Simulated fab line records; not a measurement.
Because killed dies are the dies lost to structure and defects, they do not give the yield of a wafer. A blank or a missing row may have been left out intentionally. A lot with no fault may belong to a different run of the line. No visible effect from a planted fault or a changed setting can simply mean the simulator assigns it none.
Split-lot experiment    flow gf180mcu    5 lots, 23 wafers read, on a route of 602 steps

== ON THE SPLIT ==
At GF_M4_METAL_ETCH_16 (etches the open film in Cl2/BCl3, stops on SiO2, target depth 627.5 nm, time 104.6 s), the setting time s was moved away from the recipe's 104.6 s on 7 of the 23 wafers read, by -8.8% to +14.1%. This setting was run at the recipe's value on the other wafers.

Between the split and the reading, the file records no step.

== THE READING ==
oes product au, in a.u., at GF_M4_STRIP_17 (strips in O2/N2). A value of 0.558 a.u. with a standard deviation of 0.0053 a.u. is what fault-free wafers of this fab line usually give.

wafer   tool, chamber at the split  time s as run, s  against the recipe  oes product au, a.u.  against lot-mates on the recipe
L075.2  rie metal-02, 0             104.6             recipe              0.566                 -
L075.3  rie metal-02, 0,1,0         104.6             recipe              0.562                 -
L075.4  rie metal-02, 1             104.6             recipe              0.556                 -
L075.5  rie metal-02, 0,1,0         104.6             recipe              0.558                 -
L075.6  rie metal-02, 0,1,0         104.6             recipe              0.565                 -
L077.1  rie metal-02, 1             95.37             -8.8%               0.565                 +0.005
L077.2  rie metal-02, 0             104.6             recipe              0.557                 -
L077.4  rie metal-02, 1             104.6             recipe              0.562                 -
L077.5  rie metal-02, 1             95.37             -8.8%               0.569                 +0.009
L077.6  rie metal-02, 0             95.37             -8.8%               0.567                 +0.007
L080.2  rie metal-02, 0             104.6             recipe              0.555                 -
L080.3  rie metal-02, 1             104.6             recipe              0.555                 -
L080.6  rie metal-02, 1             104.6             recipe              0.558                 -
L084.1  rie metal-01, 1             104.6             recipe              0.552                 -
L084.2  rie metal-01, 0             104.6             recipe              0.552                 -
L084.3  rie metal-01, 1             119.3             +14.1%              0.529                 -0.023
L084.5  rie metal-01, 1             104.6             recipe              0.551                 -
L084.6  rie metal-01, 0             119.3             +14.1%              0.542                 -0.010
L085.1  rie metal-03, 1             116.6             +11.5%              0.548                 -0.011
L085.2  rie metal-03, 0             104.6             recipe              0.561                 -
L085.3  rie metal-03, 0             116.6             +11.5%              0.546                 -0.013
L085.4  rie metal-03, 1             104.6             recipe              0.560                 -
L085.5  rie metal-03, 0             104.6             recipe              0.557                 -
Rows listing several chambers each stand for several wafers; the file does not say which wafer went through which chamber.

THE FIT
A straight line over all 23 wafers: oes product au changes by -0.00125 a.u. for each +1% of time s; r = -0.86; the points scatter about the line by 0.0048 a.u.
The same after taking each lot's own level away (the mean of its wafers on the recipe; 23 wafers): -0.00104 a.u. for each +1%; r = -0.90; scatter 0.0031 a.u.
The reading moves by 0.015 a.u. for the largest change in time s, on that fit.
The span of the lots' own levels, 0.5517 to 0.5614 a.u., comes to 1.8 times the standard deviation stated above.
In other words, the slope is changed by the lot-to-lot level; the two fits disagree.
Check: for one of the wafers moved furthest among these (+14.1%), held out of the fit, the line's prediction against its lot-mates is -0.0126 a.u. It came out at -0.0227 a.u. against them.

== THESE WAFERS: OTHER SPLITS ==
Note: prior to the reading, these wafers also went through further splits. Each is held against what the fit with the lots' levels taken away leaves over:
other split on the same wafers  wafers away from the commonest value  r with oes product au (lot level and that fit taken away)
GF_V3_CVD_23 pressure torr      15                                    -0.06
GF_M4_SPUTTER_04 time s         9                                     +0.10

== THE WHOLE CHAIN: every reading that the file lists as answering this split, in the file's order ==
step                 what it does                                                                          reading                                                                    change (the file's fit)                    r (the file's)
GF_M4_METAL_ETCH_16  etches the open film in Cl2/BCl3, stops on SiO2, target depth 627.5 nm, time 104.6 s  KrF_of_M4_COAT_09.thk nm (the simulator's own value, which no gauge read)  -2.45 nm for each +1% of the setting       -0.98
GF_M4_STRIP_17       strips in O2/N2                                                                       oes product au                                                             -0.00107 a.u. for each +1% of the setting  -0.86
GF_M4_STRIP_17       strips in O2/N2                                                                       strip time to endpoint s                                                   withheld for each +1% of the setting       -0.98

== FILE'S OWN FIT ==
oes product au changes by -0.00107 a.u. for each +1% of time s, r = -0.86.
